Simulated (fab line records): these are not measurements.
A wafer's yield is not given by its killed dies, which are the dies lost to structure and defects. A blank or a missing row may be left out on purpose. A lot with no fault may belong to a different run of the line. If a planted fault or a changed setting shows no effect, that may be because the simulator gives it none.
Tool commonality check | flow gf180mcu | Sample size 14 lots and 42 wafers

== REASON FOR OPENING ==
Of 14 lots, 2 have the reading SALICIDE_TIN_RS flagged at GF_SALICIDE_RS_MEAS_04. Fault-free wafers read 16.4 ohm/sq, with a standard deviation of 0.35.
Rule: a lot gets a flag if all its wafers with a number sit over 4 standard deviations from that mean, or if no wafer of it has a number. The other lots count as sound.

lot  | measured     | on           | SALICIDE_TIN_RS (ohm/sq), wafer by wafer | flag
L624 | day 15 23:08 | filmMetro-03 | 15.9 16.3 16.6                           | 
L626 | day 16 12:13 | filmMetro-02 | 16.6 16.5 16.6                           | 
L627 | day 17 00:53 | filmMetro-02 | 16.2 15.9 16.2                           | 
L629 | day 17 20:49 | filmMetro-01 | 16.5 16.3 16.5                           | 
L630 | day 17 22:35 | filmMetro-03 | 57.1 57.9 57.4                           | FLAGGED
L631 | day 18 09:00 | filmMetro-01 | 57.8 56.9 58.3                           | FLAGGED
L637 | day 20 11:49 | filmMetro-03 | 16.5 16.8 16.2                           | 
L638 | day 20 19:38 | filmMetro-03 | 16.4 16.8 16.7                           | 
L639 | day 21 04:36 | filmMetro-03 | 16.0 16.7 16.6                           | 
L640 | day 21 13:08 | filmMetro-01 | 15.9 16.5 15.7                           | 
L641 | day 21 19:37 | filmMetro-02 | 17.1 16.6 16.6                           | 
L642 | day 22 04:23 | filmMetro-03 | 16.6 16.4 16.6                           | 
L643 | day 22 12:02 | filmMetro-02 | 16.8 16.1 16.1                           | 
L646 | day 23 13:07 | filmMetro-02 | 16.6 16.8 15.8                           | 
On average the flagged lots read 57.6 ohm/sq, which is +41.2 ohm/sq against the usual, or +99 or more standard deviations.

== EACH LOT AND THE TOOL IT RAN ON ==
The record holds 1 process step before the reading, out of a route of 602 steps. Read each cell as the tool, then ch plus the chambers that the sampled wafers visited, then the start.
lot  | flag    | GF_SALICIDE_SPUTTER_02
L624 |         | pvdSputter-04, day 15 23:02
L626 |         | pvdSputter-02, day 16 12:08
L627 |         | pvdSputter-02, day 17 00:47
L629 |         | pvdSputter-02, day 17 20:44
L630 | FLAGGED | pvdSputter-02, day 17 22:30
L631 | FLAGGED | pvdSputter-02, day 18 08:55
L637 |         | pvdSputter-04, day 20 11:44
L638 |         | pvdSputter-04, day 20 19:35
L639 |         | pvdSputter-02, day 21 04:32
L640 |         | pvdSputter-03, day 21 13:04
L641 |         | pvdSputter-04, day 21 19:32
L642 |         | pvdSputter-03, day 22 04:20
L643 |         | pvdSputter-04, day 22 11:59
L646 |         | pvdSputter-03, day 23 13:04
What the steps here do:
- GF_SALICIDE_SPUTTER_02: material Co, target thk 10 nm, time 20 s.
- GF_SALICIDE_RS_MEAS_04: measures by four-point-probe.

== FLAGGED AGAINST TOTAL, ONE TOOL AT A TIME (gauges that did the reading follow at the end) ==
step                   | tool          | lots run | flagged | share of the flagged lots | sound lots run after its first flagged lot
GF_SALICIDE_SPUTTER_02 | pvdSputter-02 | 6        | 2       | all                       | 1 (L639)
GF_SALICIDE_SPUTTER_02 | pvdSputter-03 | 3        | 0       | none                      | -
GF_SALICIDE_SPUTTER_02 | pvdSputter-04 | 5        | 0       | none                      | -
GF_SALICIDE_RS_MEAS_04 | filmMetro-01  | 3        | 1       | some                      | 1 (L640)
GF_SALICIDE_RS_MEAS_04 | filmMetro-02  | 5        | 0       | none                      | -
GF_SALICIDE_RS_MEAS_04 | filmMetro-03  | 6        | 1       | some                      | 4 (L637,L638,L639,L642)

== WHAT THE TABLE PERMITS ==
Rows of the table that ran each flagged lot: 1, that is pvdSputter-02 at GF_SALICIDE_SPUTTER_02.
- pvdSputter-02 at GF_SALICIDE_SPUTTER_02 ran 6 lots, 2 of them flagged. Sound lots followed the first flagged one (L639) on it, something a lasting fault affecting the whole tool could not allow. On the flagged lots its readings are blank where sound lots have values: cathodeDcPowerW, chamberPressurePa, throttleValvePct.
No row of the table ran every flagged lot and no sound lot after the first.

== WHAT THE SIMULATOR HAD PUT IN ==
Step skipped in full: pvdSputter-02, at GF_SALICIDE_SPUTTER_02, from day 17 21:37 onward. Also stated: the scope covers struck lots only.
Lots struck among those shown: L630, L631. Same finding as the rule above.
